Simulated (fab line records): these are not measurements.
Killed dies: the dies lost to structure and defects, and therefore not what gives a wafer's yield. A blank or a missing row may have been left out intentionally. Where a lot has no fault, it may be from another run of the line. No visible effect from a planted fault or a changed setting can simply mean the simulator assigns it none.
Code-filled problem report in 8D (eight disciplines) form    flow sky130    the parts of the form that need people (team, actions taken, sign-off) are left out

== 1. WHAT WENT WRONG ==
At SKY_PASSIVATION_COAT_06, spinSpeedRpm averages 2221.4 rpm over 6 wafers from 2 lots, while fault-free wafers read 2000.2 rpm, standard deviation 1.4. So: +99 or more standard deviations from the usual mean.
The step: resist thk 3000 nm.
Seen first at day 49 13:53 on lithoTrack-04, wafer L855.1. The record has a number at this step for 33 wafers belonging to 11 lots. Rule for "out", or "out of limits": more than 4 standard deviations from the usual mean. The other wafers with a number count as sound.

== 2. WHAT IT IS, AND WHAT IT ISN'T ==
question                     is                      is not
which readings at this step  spinSpeedRpm            dispensePressureKPa
which lots                   L855, L857              L838, L839, L840, L841, L844, L847, L850, L859, L860
which wafers of those lots   all that have a number  -
read on which tools          lithoTrack-04           lithoTrack-01, lithoTrack-03
when                         from day 49 13:53       up to then (21 sound wafers); but 6 sound wafers of L859, L860 came after

== 3. WHAT RULES OUT EACH SUSPECT ==
Counting: a tool at any process step up to the reading remains a suspect when it ran all the lots that are out and ran no sound lot after the first of those.
- lithoTrack-04 at SKY_PASSIVATION_COAT_06 (resist thk 3000 nm): kept. It processed each lot that is out, first L855 at day 49 13:53, and no sound lot thereafter; up to then, the last sound lot it processed was L847 at day 46 18:46. On those wafers its own readings are out: spinSpeedRpm.
Remaining after the count: lithoTrack-04 at SKY_PASSIVATION_COAT_06.

== 4. THE CAUSE (what the simulator had put in) ==
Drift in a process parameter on lithoTrack-04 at SKY_PASSIVATION_COAT_06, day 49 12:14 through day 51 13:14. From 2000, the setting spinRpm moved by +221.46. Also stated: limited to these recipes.
Only this tool survived the counting.

== 5. THE EFFECT CHAIN, in route order ==
Each row: a reading where the mean over the struck wafers with a number is more than 3 standard deviations away from the usual. Readings are gone through only where the record gives a usual standard deviation; hours: the median, over the lots, of the time from a lot's start at the first step in this table giving one to that lot's start at this step; sigmas: the change measured in usual standard deviations.
hours  step                      reading               usual       on struck wafers  change  sigmas
0      SKY_PASSIVATION_COAT_06   spinSpeedRpm          2000.2 rpm  2221.4            +221.2  +99 or more
8      SKY_PASSIVATION_STRIP_12  stripTimeToEndpointS  31.59 s     29.73             -1.86   -12
It contains these process steps:
- SKY_PASSIVATION_COAT_06: resist thk 3000 nm.
- SKY_PASSIVATION_STRIP_12: strips in O2/N2.

== 6. HOW IT WOULD HAVE BEEN CAUGHT EARLIER ==
First out-of-limits reading in this record: day 49 13:53, which is 2 hours after fault onset at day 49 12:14.
